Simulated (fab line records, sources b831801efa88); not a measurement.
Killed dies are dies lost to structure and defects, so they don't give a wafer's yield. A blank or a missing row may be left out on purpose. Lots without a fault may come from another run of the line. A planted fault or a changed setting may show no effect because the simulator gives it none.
fab line records | flow gf180mcu | part 2 of 2: steps 25 to 35 of 35
record lots=5 wafers=15 last_day=34
route steps=602 shown V2@392 M3@409
lots that met no fault: from a run of the same line without faults
start_h: hours from the record's first day to the start of the lot's first wafer shown | wait_h: hours since the lot's step before | " the same as in the row above | L1.1+2: a row that stands for several wafers | - no value, or no start given | * or withheld: withheld | < > ~ a bound
route shown NAME@n: a module of which the file shows steps, and the number in the route of the first | usual: mean/standard deviation of fault-free wafers | same: alike in all rows | chamber/n: place in a boat | sites: the reading at each site | _std_site: their standard deviation | _edge_site: outer sites' mean less inner sites' | radius_mm: how far each site lies from the wafer's centre | mask NAME#n: copy n | behind: the tool/chamber that last shaped the wafer | hold: why the lot was held/for how many hours/how that ended | device: the transistor (n, p or np) that didn't switch | end of line: the same wafers' tests at the end of the route | a step without rows: its recipe alone | killed: dies lost to structure and defects at the first sort, not the wafer's yield | map: a wafer's dies, x killed, . not, _ none there
set.NAME: the setting as run; set.NAME@STEP: as run at that earlier step | model.NAME: the simulator's own value behind a step, which no gauge read
lots at some steps of the route; a table a step, a row a wafer
services: from which hour (start_h, from the record's first day; less than 0 if before it) a tool's chamber was out of use, for how many hours, and why
## steps
# step GF_M3_DEHYDRATE_07
# recipe temp_c=200 time_s=60
# columns lot.wafer tool chamber start_h wait_h
L087.4+5+6 litho_track-01 0 592.86 10.4
L089.1+2+3 litho_track-01 0 606.14 9.4
L091.2+5+6 litho_track-04 0 621.89 9.2
L092.1+3+4 litho_track-03 0 623.67 9.6
L096.1+2+6 litho_track-01 0 655.79 8.9
# step GF_M3_HMDS_08
# recipe prime_time_s=60 prime_temp_c=120
# columns lot.wafer tool chamber start_h wait_h
L087.4+5+6 litho_track-01 0 593.01 0.1
L089.1+2+3 litho_track-01 0 606.29 0.1
L091.2+5+6 litho_track-04 0 622.04 0.1
L092.1+3+4 litho_track-03 0 623.82 0.1
L096.1+2+6 litho_track-01 0 655.94 0.1
# step GF_M3_COAT_09
# recipe resist=KrF spin_rpm=withheld resist_thk_nm=1000
# columns lot.wafer tool chamber start_h wait_h
L087.4+5+6 litho_track-01 0 593.16 0.1
L089.1+2+3 litho_track-01 0 606.44 0.1
L091.2+5+6 litho_track-04 0 622.19 0.1
L092.1+3+4 litho_track-03 0 623.97 0.1
L096.1+2+6 litho_track-01 0 656.09 0.1
# step GF_M3_SOFTBAKE_10
# recipe temp_c=130 time_s=60 resist=KrF
# columns lot.wafer tool chamber start_h wait_h
L087.4+5+6 litho_track-01 0 593.31 0.1
L089.1+2+3 litho_track-01 0 606.59 0.1
L091.2+5+6 litho_track-04 0 622.34 0.1
L092.1+3+4 litho_track-03 0 624.12 0.1
L096.1+2+6 litho_track-01 0 656.24 0.1
# step GF_M3_EXPOSE_11
# recipe mask_id=Metal3 target_cd_nm=280 na=0.68 source_shape=conventional sigma_outer=0.6 dose_mj=28
# usual exposure_dose_mJ_cm2=27.965/0.028
# columns lot.wafer tool chamber start_h wait_h mask exposure_dose_mJ_cm2
L087.4 krf_scanner-01 0 - - Metal3#0 27.983
L087.5 " 0 " " Metal3#0 28.014
L087.6 " 0 " " Metal3#0 28.006
L089.1 krf_scanner-02 0 - - Metal3#0 27.958
L089.2 " 0 " " Metal3#0 27.942
L089.3 " 0 " " Metal3#0 27.942
L091.2 krf_scanner-02 0 - - Metal3#0 27.941
L091.5 " 0 " " Metal3#0 27.954
L091.6 " 0 " " Metal3#0 27.960
L092.1 krf_scanner-02 0 - - Metal3#0 27.963
L092.3 " 0 " " Metal3#0 27.958
L092.4 " 0 " " Metal3#0 27.925
L096.1 krf_scanner-02 0 - - Metal3#0 27.969
L096.2 " 0 " " Metal3#0 27.944
L096.6 " 0 " " Metal3#0 27.921
# step GF_M3_PEB_12
# recipe peb_temp_c=135 peb_time_s=90 resist=KrF
# columns lot.wafer tool chamber start_h wait_h
L087.4+5+6 litho_track-03 0 - -
L089.1+2+3 litho_track-04 0 - -
L091.2+5+6 litho_track-03 0 - -
L092.1+3+4 litho_track-04 0 - -
L096.1+2+6 litho_track-01 0 - -
# step GF_M3_DEVELOP_13
# recipe develop_time_s=60 dev_temp_c=21
# columns lot.wafer tool chamber start_h wait_h
L087.4+5+6 litho_track-03 0 603.45 0.1
L089.1+2+3 litho_track-04 0 617.37 0.2
L091.2+5+6 litho_track-03 0 632.75 0.2
L092.1+3+4 litho_track-04 0 634.12 0.2
L096.1+2+6 litho_track-01 0 665.64 0.2
# step GF_M3_CD_MEAS_14
# recipe target_cd_nm=280
# usual cd_nm=279.9/1.5
# columns lot.wafer tool chamber start_h wait_h cd_nm
L087.4 cd_sem-02 - 603.58 0.1 277.5
L087.5 " - " " 278.5
L087.6 " - " " 277.6
L089.1 cd_sem-02 - 617.52 0.1 278.4
L089.2 " - " " 278.8
L089.3 " - " " 278.7
L091.2 cd_sem-02 - 632.89 0.1 281.2
L091.5 " - " " 281.1
L091.6 " - " " 281.9
L092.1 cd_sem-01 - 634.31 0.2 281.8
L092.3 " - " " 282.4
L092.4 " - " " 280.4
L096.1 cd_sem-01 - 665.79 0.1 279.4
L096.2 " - " " 279.4
L096.6 " - " " 279.4
# step GF_M3_OVL_MEAS_15
# usual M3_OVL=1/5.8
# columns lot.wafer tool chamber start_h wait_h M3_OVL[nm]
L087.4 overlay-02 - 603.66 0.1 3
L087.5 " - " " 2
L087.6 " - " " -4
L089.1 overlay-01 - 617.64 0.1 3
L089.2 " - " " -3
L089.3 " - " " -4
L091.2 overlay-01 - 633.00 0.1 8
L091.5 " - " " 6
L091.6 " - " " 0
L092.1 overlay-02 - 634.43 0.1 2
L092.3 " - " " 2
L092.4 " - " " -10
L096.1 overlay-01 - 665.91 0.1 1
L096.2 " - " " 1
L096.6 " - " " 8
# step GF_M3_METAL_ETCH_16
# recipe chemistry=Cl2/BCl3 mask_material=KrF target_depth_nm=750.8 stop_on=SiO2 pressure_mtorr=8 icp_w=800 bias_w=140 Cl2_flow_sccm=80 bcl3_flow_sccm=40 time_s=125.1
# usual bias_w=140.0/0.41 drypump_motor_current_A=5.87/0.29 mfc_cl2_sccm=80.02/0.21 oes_product_au=0.986/0.012 throttle_valve_pct=28.234/0.016
# columns lot.wafer tool chamber start_h wait_h bias_w drypump_motor_current_A mfc_cl2_sccm oes_product_au rf_hours_counter_h throttle_valve_pct
L087.4 rie_metal-04 1 603.72 0.1 139.5 6.38 79.83 0.988 - 28.234
L087.5 " 1 " " 140.5 6.37 79.71 0.979 - 28.233
L087.6 " 0 " " 140.1 5.72 79.97 0.976 - 28.242
L089.1 rie_metal-04 1 617.67 0.0 139.2 6.37 80.44 0.969 9 28.237
L089.2 " 0 " " 140.1 5.71 80.04 0.962 12 28.267
L089.3 " 1 " " 139.3 6.39 80.06 0.977 - 28.236
L091.2 rie_metal-03 1 633.03 0.0 140.4 5.62 79.95 0.998 9 28.216
L091.5 " 1 " " 139.3 5.63 80.22 0.992 - 28.218
L091.6 " 0 " " 140.6 5.69 79.99 1.003 - 28.206
L092.1 rie_metal-04 0 634.46 0.0 139.7 5.71 80.33 0.974 13 28.246
L092.3 " 1 " " 139.8 6.35 79.97 0.972 - 28.230
L092.4 " 0 " " 140.1 5.70 80.36 0.972 - 28.261
L096.1 rie_metal-04 1 665.94 0.0 140.3 6.36 79.64 0.983 11 28.234
L096.2 " 0 " " 138.8 5.71 79.81 0.958 14 28.253
L096.6 " 0 " " 139.7 5.72 80.08 0.966 - 28.250
# step GF_M3_STRIP_17
# recipe chemistry=O2/N2 power_w=1400 pressure_mtorr=1500 platen_temp_c=250 o2_flow_sccm=3000 n2_flow_sccm=300 overash_fraction=0.5
# usual drypump_motor_current_A=5.6/0.52 heater_power_w=332/27 oes_product_au=0.538/0.0059 strip_time_to_endpoint_s=7.41/0.1
# columns lot.wafer tool chamber start_h wait_h drypump_motor_current_A heater_power_w oes_product_au rf_hours_counter_h strip_time_to_endpoint_s
L087.4 plasma_asher-04 0 603.84 0.1 4.9 355 0.537 - 7.45
L087.5 " 1 " " 6.6 315 0.552 - 7.42
L087.6 " 0 " " 4.9 356 0.545 - 7.54
L089.1 plasma_asher-04 0 617.80 0.1 4.9 342 0.532 102 7.45
L089.2 " 1 " " 6.6 311 0.542 102 7.50
L089.3 " 1 " " 6.5 320 0.538 - 7.47
L091.2 plasma_asher-03 1 633.16 0.1 5.5 297 0.539 95 7.35
L091.5 " 0 " " 5.6 359 0.542 - 7.30
L091.6 " 1 " " 5.5 292 0.531 - 7.30
L092.1 plasma_asher-03 1 634.59 0.1 5.5 286 0.543 95 7.55
L092.3 " 1 " " 5.6 279 0.550 - 7.52
L092.4 " 0 " " 5.6 360 0.542 - 7.52
L096.1 plasma_asher-02 1 666.07 0.1 5.3 342 0.542 54 7.52
L096.2 " 0 " " 5.4 328 0.541 54 7.59
L096.6 " 0 " " 5.4 330 0.551 - 7.57
## services
# columns tool chamber start_h hours kind
pvd_sputter-04 - 546.02 7.4 repair
cmp-02 - 549.41 0.5 repair
krf_scanner-02 - 555.82 0.8 pm
krf_scanner-01 - 556.57 1.3 pm
cmp-01 - 572.35 4.0 pm
plasma_asher-01 - 587.68 0.8 repair
krf_scanner-02 - 593.24 0.6 repair
cmp-01 - 596.21 4.3 pm
krf_scanner-02 - 610.30 1.3 pm
cvd_w-01 0 613.47 3.4 repair
krf_scanner-01 - 616.95 0.2 repair
krf_scanner-02 - 619.23 1.3 repair
rie_diel-01 - 621.12 2.8 pm
rie_diel-03 3 622.06 2.5 repair
cvd_w-02 - 625.57 6.0 pm
cmp-01 - 625.59 2.6 repair
krf_scanner-02 - 636.99 2.2 repair
pvd_sputter-01 - 641.80 2.0 repair
krf_scanner-01 - 642.54 2.5 repair
pvd_sputter-03 - 643.64 2.2 repair
pvd_sputter-03 - 650.22 0.6 repair
krf_scanner-02 - 662.69 0.8 pm
plasma_asher-03 - 662.98 14.6 pm
rie_diel-03 3 664.05 10.5 repair
